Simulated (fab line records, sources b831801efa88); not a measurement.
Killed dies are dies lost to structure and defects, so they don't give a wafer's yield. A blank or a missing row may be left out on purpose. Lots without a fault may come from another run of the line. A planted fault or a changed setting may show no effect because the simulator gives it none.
fab line records | flow gf180mcu
record lots=11 wafers=33 last_day=34
route steps=602 shown MVPSD@88 DUAL_GATE@152 HV_LDD@211
lots that met no fault: from a run of the same line without faults
start_h: hours from the record's first day to the start of the lot's first wafer shown | wait_h: hours since the lot's step before | " the same as in the row above | L1.1+2: a row that stands for several wafers | - no value, or no start given | * or withheld: withheld | < > ~ a bound
route shown NAME@n: a module of which the file shows steps, and the number in the route of the first | usual: mean/standard deviation of fault-free wafers | same: alike in all rows | chamber/n: place in a boat | sites: the reading at each site | _std_site: their standard deviation | _edge_site: outer sites' mean less inner sites' | radius_mm: how far each site lies from the wafer's centre | mask NAME#n: copy n | behind: the tool/chamber that last shaped the wafer | hold: why the lot was held/for how many hours/how that ended | device: the transistor (n, p or np) that didn't switch | end of line: the same wafers' tests at the end of the route | a step without rows: its recipe alone | killed: dies lost to structure and defects at the first sort, not the wafer's yield | map: a wafer's dies, x killed, . not, _ none there
set.NAME: the setting as run; set.NAME@STEP: as run at that earlier step | model.NAME: the simulator's own value behind a step, which no gauge read
steps of the route over a sample of lots; a table a step, a row a wafer
services: from which hour (start_h, from the record's first day; less than 0 if before it) a tool's chamber was out of use, for how many hours, and why
## steps
# step GF_MVPSD_STRIP_10
# recipe chemistry=O2/N2 power_w=1400 pressure_mtorr=1500 platen_temp_c=250 o2_flow_sccm=3000 n2_flow_sccm=300 overash_fraction=0.5
# usual chamber_pressure_mTorr=1500.2/1.5 drypump_motor_current_A=5.5/0.62 heater_power_w=339/35 oes_product_au=0.723/0.0044 strip_time_to_endpoint_s=36.96/0.12
# columns lot.wafer tool chamber start_h wait_h chamber_pressure_mTorr drypump_motor_current_A heater_power_w oes_product_au rf_hours_counter_h strip_time_to_endpoint_s
L413.2 plasma_asher-02 0 99.36 0.1 1501.2 6.0 369 0.723 45 36.80
L413.3 " 0 " " 1498.7 6.0 382 0.724 - 36.88
L413.6 " 0 " " 1500.4 6.0 375 0.723 - 37.05
L414.3 plasma_asher-01 0 107.10 0.1 1499.0 6.4 320 0.723 - 36.95
L414.4 " 1 " " 1502.7 5.2 316 0.720 - 36.88
L414.5 " 0 " " 1502.4 6.4 329 0.727 - 36.95
L415.2 plasma_asher-02 0 110.72 0.1 1498.7 6.0 380 0.724 46 37.02
L415.3 " 0 " " 1498.4 6.0 377 0.720 - 37.00
L415.6 " 1 " " 1500.2 4.7 370 0.726 - 36.99
L416.1 plasma_asher-02 1 115.96 0.1 1500.1 4.7 369 0.726 47 36.78
L416.3 " 1 " " 1500.6 4.7 365 0.728 - 36.78
L416.6 " 1 " " 1499.0 4.7 368 0.728 - 36.76
L417.1 plasma_asher-04 0 122.87 0.1 1498.6 5.8 278 0.721 34 37.06
L417.3 " 1 " " 1500.2 4.9 324 0.732 - 36.88
L417.4 " 0 " " 1500.5 5.8 268 0.725 - 36.96
L426.1 plasma_asher-02 1 175.77 0.1 1498.7 4.7 362 0.722 54 37.01
L426.3 " 1 " " 1502.2 4.7 355 0.724 - 37.07
L426.4 " 0 " " 1499.0 6.0 378 0.719 - 37.10
L429.1 plasma_asher-01 1 190.07 0.1 1499.1 5.1 332 0.723 7 36.94
L429.5 " 0 " " 1499.8 6.4 326 0.728 - 36.88
L429.6 " 1 " " 1499.3 5.1 328 0.718 - 36.89
L430.1 plasma_asher-02 1 200.00 0.1 1500.1 4.7 358 0.728 56 36.81
L430.3 " 1 " " 1498.8 4.7 366 0.716 - 36.76
L430.4 " 0 " " 1502.1 6.0 379 0.726 - 36.66
L432.1 plasma_asher-01 1 209.90 0.1 1500.4 5.2 331 0.721 9 36.91
L432.3 " 1 " " 1502.6 5.2 330 0.723 - 36.95
L432.6 " 1 " " 1501.2 5.2 347 0.723 - 36.85
L433.3 plasma_asher-04 0 216.25 0.1 1500.9 5.8 274 0.725 - 37.04
L433.4 " 1 " " 1497.7 4.9 328 0.720 - 36.92
L433.6 " 1 " " 1498.3 4.9 330 0.728 - 36.92
L434.1 plasma_asher-04 0 223.26 0.1 1499.8 5.8 275 0.724 46 37.11
L434.3 " 1 " " 1499.6 4.8 333 0.722 - 37.09
L434.6 " 1 " " 1497.1 4.8 316 0.732 - 37.28
# step GF_DUAL_GATE_OVL_MEAS_11
# usual DUAL_GATE_OVL=1.0/1.2
# columns lot.wafer tool chamber start_h wait_h DUAL_GATE_OVL[nm]
L413.2 overlay-02 - 178.95 0.1 1.5
L413.3 " - " " 1.2
L413.6 " - " " 0.0
L414.3 overlay-01 - 186.13 0.1 1.9
L414.4 " - " " 2.3
L414.5 " - " " 0.5
L415.2 overlay-01 - 188.90 0.1 0.9
L415.3 " - " " 1.8
L415.6 " - " " 0.9
L416.1 overlay-02 - 197.22 0.1 1.5
L416.3 " - " " 2.2
L416.6 " - " " 1.9
L417.1 overlay-02 - 204.94 0.1 1.3
L417.3 " - " " 0.6
L417.4 " - " " 1.9
L426.1 overlay-02 - 266.34 0.1 0.5
L426.3 " - " " 0.7
L426.4 " - " " 0.4
L429.1 overlay-01 - 283.21 0.1 0.1
L429.5 " - " " -0.7
L429.6 " - " " 0.5
L430.1 overlay-01 - 293.04 0.1 1.5
L430.3 " - " " 0.5
L430.4 " - " " 0.4
L432.1 overlay-02 - 307.41 0.1 3.7
L432.3 " - " " 1.8
L432.6 " - " " 3.0
L433.3 overlay-02 - 314.13 0.1 1.4
L433.4 " - " " -0.1
L433.6 " - " " 1.3
L434.1 overlay-02 - 324.44 0.1 -0.3
L434.3 " - " " 2.4
L434.6 " - " " -1.2
# step GF_HV_LDD_IMPLANT_35
# recipe species=P energy_kev=60 dose_cm2=7.5e+12 tilt_deg=30 rotation_deg=180
# usual beam_on_s=9.99/0.19 end_station_pressure_torr=5.03e-06/2.3e-07
# columns lot.wafer tool chamber start_h wait_h beam_on_s end_station_pressure_torr
L413.2 implanter-01 0 258.66 0.1 10.16 5.33e-06
L413.3 " 0 " " 9.89 5.13e-06
L413.6 " 0 " " 10.18 5.51e-06
L414.3 implanter-03 0 262.89 0.1 10.13 5.07e-06
L414.4 " 0 " " 9.67 5.04e-06
L414.5 " 0 " " 10.26 4.87e-06
L415.2 implanter-01 0 266.66 0.1 10.14 4.71e-06
L415.3 " 0 " " 10.07 4.94e-06
L415.6 " 0 " " 10.12 5.37e-06
L415.2 implanter-01 0 266.98 0.3 9.88 4.9e-06
L415.3 " 0 " " 10.03 5.54e-06
L415.6 " 0 " " 10.18 5.1e-06
L416.1 implanter-03 0 274.73 0.1 9.82 5.03e-06
L416.3 " 0 " " 10.06 4.68e-06
L416.6 " 0 " " 9.81 5.31e-06
L416.1 implanter-03 0 275.05 0.3 10.06 5.02e-06
L416.3 " 0 " " 10.03 5.57e-06
L416.6 " 0 " " 9.87 4.62e-06
L417.1 implanter-03 0 283.97 0.1 9.85 4.99e-06
L417.3 " 0 " " 9.82 4.9e-06
L417.4 " 0 " " 10.03 5.36e-06
L426.1 implanter-02 0 355.79 0.1 9.83 5.42e-06
L426.3 " 0 " " 9.92 4.82e-06
L426.4 " 0 " " 9.95 4.97e-06
L429.1 implanter-03 0 374.23 0.1 9.78 5.18e-06
L429.5 " 0 " " 9.83 5.08e-06
L429.6 " 0 " " 10.05 4.57e-06
L430.1 implanter-03 0 384.92 0.1 10.38 4.96e-06
L430.3 " 0 " " 9.68 4.84e-06
L430.4 " 0 " " 10.24 4.97e-06
L432.1 implanter-02 0 403.58 0.1 9.62 5.19e-06
L432.3 " 0 " " 10.19 4.96e-06
L432.6 " 0 " " 10.25 4.88e-06
L433.3 implanter-03 0 411.98 0.1 9.47 4.99e-06
L433.4 " 0 " " 10.12 5.36e-06
L433.6 " 0 " " 10.10 5.22e-06
L434.1 implanter-01 0 420.68 0.1 9.95 5.04e-06
L434.3 " 0 " " 10.22 5.08e-06
L434.6 " 0 " " 10.41 5.04e-06
# step GF_HV_LDD_TW_MEAS_38
# usual HV_LDD_3_TW=1435/12
# columns lot.wafer tool chamber start_h wait_h HV_LDD_3_TW
L413.2 film_metro-04 - 259.04 0.1 1443
L413.3 " - " " 1449
L413.6 " - " " 1456
L414.3 film_metro-03 - 263.26 0.1 1425
L414.4 " - " " 1414
L414.5 " - " " 1425
L415.2 film_metro-03 - 267.36 0.1 1535
L415.3 " - " " 1533
L415.6 " - " " 1534
L416.1 film_metro-01 - 275.45 0.1 1530
L416.3 " - " " 1537
L416.6 " - " " 1532
L417.1 film_metro-04 - 284.37 0.1 1459
L417.3 " - " " 1449
L417.4 " - " " 1441
L426.1 film_metro-04 - 356.19 0.1 1435
L426.3 " - " " 1447
L426.4 " - " " 1446
L429.1 film_metro-03 - 374.63 0.1 1429
L429.5 " - " " 1423
L429.6 " - " " 1425
L430.1 film_metro-04 - 385.32 0.1 1444
L430.3 " - " " 1443
L430.4 " - " " 1452
L432.1 film_metro-01 - 403.98 0.1 1433
L432.3 " - " " 1430
L432.6 " - " " 1433
L433.3 film_metro-01 - 412.35 0.1 1423
L433.4 " - " " 1433
L433.6 " - " " 1430
L434.1 film_metro-04 - 421.08 0.1 1435
L434.3 " - " " 1446
L434.6 " - " " 1434
# step GF_HV_LDD_STRIP_49
# recipe chemistry=O2/N2 power_w=1400 pressure_mtorr=1500 platen_temp_c=250 o2_flow_sccm=3000 n2_flow_sccm=300 overash_fraction=0.5
# usual chamber_pressure_mTorr=1500.1/1.3 drypump_motor_current_A=5.5/0.64 heater_power_w=341/30 oes_product_au=0.716/0.0044 strip_time_to_endpoint_s=12.63/0.041
# columns lot.wafer tool chamber start_h wait_h chamber_pressure_mTorr drypump_motor_current_A heater_power_w oes_product_au rf_hours_counter_h strip_time_to_endpoint_s
L413.2 plasma_asher-02 1 278.64 0.1 1500.7 4.7 363 0.717 64 12.67
L413.3 " 0 " " 1501.8 6.0 378 0.716 - 12.64
L413.6 " 1 " " 1499.0 4.7 361 0.725 - 12.64
L414.3 plasma_asher-01 1 283.02 0.1 1500.0 5.2 327 0.711 - 12.61
L414.4 " 0 " " 1497.9 6.4 326 0.711 - 12.63
L414.5 " 1 " " 1500.4 5.2 328 0.715 - 12.64
L415.2 plasma_asher-01 1 286.94 0.1 1498.6 5.2 338 0.716 16 12.66
L415.3 " 0 " " 1498.9 6.4 324 0.715 - 12.67
L415.6 " 0 " " 1498.6 6.4 326 0.717 - 12.68
L416.1 plasma_asher-04 1 294.68 0.1 1500.1 4.8 326 0.719 53 12.60
L416.3 " 1 " " 1499.9 4.8 336 0.717 - 12.67
L416.6 " 1 " " 1500.7 4.8 328 0.715 - 12.62
L417.1 plasma_asher-02 1 305.07 0.1 1498.2 4.7 373 0.714 67 12.62
L417.3 " 0 " " 1500.3 6.0 372 0.723 - 12.66
L417.4 " 1 " " 1500.5 4.7 367 0.712 - 12.66
L426.1 plasma_asher-02 0 378.32 0.1 1501.6 6.0 384 0.714 77 12.66
L426.3 " 0 " " 1500.6 6.0 379 0.713 - 12.60
L426.4 " 1 " " 1500.8 4.7 361 0.715 - 12.59
L429.1 plasma_asher-01 1 398.19 0.1 1498.7 5.2 323 0.719 27 12.63
L429.5 " 1 " " 1501.6 5.1 329 0.715 - 12.63
L429.6 " 0 " " 1499.4 6.4 331 0.720 - 12.59
L430.1 plasma_asher-02 0 408.69 0.1 1498.7 6.0 375 0.722 80 12.54
L430.3 " 1 " " 1499.7 4.7 374 0.717 - 12.55
L430.4 " 0 " " 1499.3 6.0 379 0.716 - 12.58
L432.1 plasma_asher-01 0 427.89 0.1 1498.5 6.4 331 0.724 30 12.61
L432.3 " 1 " " 1500.0 5.2 339 0.714 - 12.60
L432.6 " 1 " " 1499.4 5.1 329 0.717 - 12.58
L433.3 plasma_asher-04 1 437.16 0.1 1501.2 4.8 324 0.719 - 12.62
L433.4 " 0 " " 1500.5 5.8 276 0.725 - 12.65
L433.6 " 0 " " 1501.9 5.8 268 0.718 - 12.69
L434.1 plasma_asher-02 1 445.44 0.1 1500.4 4.7 383 0.719 2 12.63
L434.3 " 0 " " 1500.8 6.0 366 0.711 - 12.67
L434.6 " 1 " " 1498.9 4.7 385 0.713 - 12.62
# step GF_HV_LDD_RS_MEAS_53
# recipe thk_meas_gauge=four-point-probe
# usual HV_LDD_RS=418.5/1
# columns lot.wafer tool chamber start_h wait_h HV_LDD_RS[ohm/sq]
L413.2 film_metro-01 - 278.93 0.1 419.9
L413.3 " - " " 418.5
L413.6 " - " " 418.7
L414.3 film_metro-01 - 283.31 0.1 418.4
L414.4 " - " " 418.6
L414.5 " - " " 417.7
L415.2 film_metro-01 - 287.23 0.1 398.7
L415.3 " - " " 399.5
L415.6 " - " " 398.9
L416.1 film_metro-03 - 294.96 0.1 400.5
L416.3 " - " " 398.9
L416.6 " - " " 399.7
L417.1 film_metro-04 - 305.35 0.1 418.2
L417.3 " - " " 416.9
L417.4 " - " " 417.9
L426.1 film_metro-03 - 378.59 0.1 419.2
L426.3 " - " " 421.4
L426.4 " - " " 420.4
L429.1 film_metro-03 - 398.46 0.1 417.9
L429.5 " - " " 417.1
L429.6 " - " " 418.3
L430.1 film_metro-04 - 409.01 0.1 417.8
L430.3 " - " " 417.1
L430.4 " - " " 417.5
L432.1 film_metro-01 - 428.16 0.1 419.5
L432.3 " - " " 419.0
L432.6 " - " " 420.1
L433.3 film_metro-01 - 437.44 0.1 419.6
L433.4 " - " " 418.2
L433.6 " - " " 419.5
L434.1 film_metro-03 - 445.71 0.1 419.3
L434.3 " - " " 417.5
L434.6 " - " " 418.0
## services
# columns tool chamber start_h hours kind
implanter-03 - 97.85 1.4 repair
plasma_asher-01 - 108.75 9.0 pm
implanter-02 - 134.95 3.7 repair
plasma_asher-04 - 170.53 2.8 repair
implanter-03 - 177.54 2.2 repair
implanter-01 - 220.72 4.3 pm
implanter-03 - 236.93 14.9 pm
implanter-03 - 264.91 3.6 repair
plasma_asher-01 - 272.40 5.1 repair
plasma_asher-01 - 343.06 2.8 pm
plasma_asher-01 - 353.56 8.5 repair
plasma_asher-04 - 354.21 15.6 pm
implanter-03 - 360.11 6.7 repair
implanter-03 - 362.84 4.0 repair
implanter-01 - 363.25 0.7 repair
implanter-01 - 388.63 15.1 pm
implanter-03 - 393.08 2.1 repair
plasma_asher-02 - 421.28 9.0 pm
plasma_asher-02 0 421.28 9.0 vent_cycle
plasma_asher-02 1 421.28 9.0 vent_cycle
plasma_asher-02 0 430.28 - clean
plasma_asher-02 1 430.28 - clean
plasma_asher-04 - 433.27 3.8 repair
implanter-01 - 444.37 1.8 repair
## key
first_sign step=GF_HV_LDD_IMPLANT_35 reading=visit direction=added
effect step=GF_HV_LDD_TW_MEAS_38 reading=HV_LDD_3_TW direction=up sigmas=8.2 usual=1435 struck=1533
effect step=GF_HV_LDD_RS_MEAS_53 reading=HV_LDD_RS direction=down sigmas=19 usual=418.5 struck=399.4
met_at GF_HV_LDD_IMPLANT_35
struck_lots L415,L416
tester_left_out L415,L416
not_acting_at GF_MVPSD_STRIP_10,GF_DUAL_GATE_OVL_MEAS_11,GF_HV_LDD_STRIP_49
fault kind=repeated_step_whole tool=implanter-01,implanter-02,implanter-03 chamber=- onset_h=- steps=GF_HV_LDD_IMPLANT_35 times=1 scope=struck_lots_only
# tester_left_out: of these lots the tester's yield and bins aren't shown, on N5 and GAA mostly nor the transistor test; their killed dies are dies lost to structure and defects alone, not to doping, threshold or leakage, so they don't give the yield
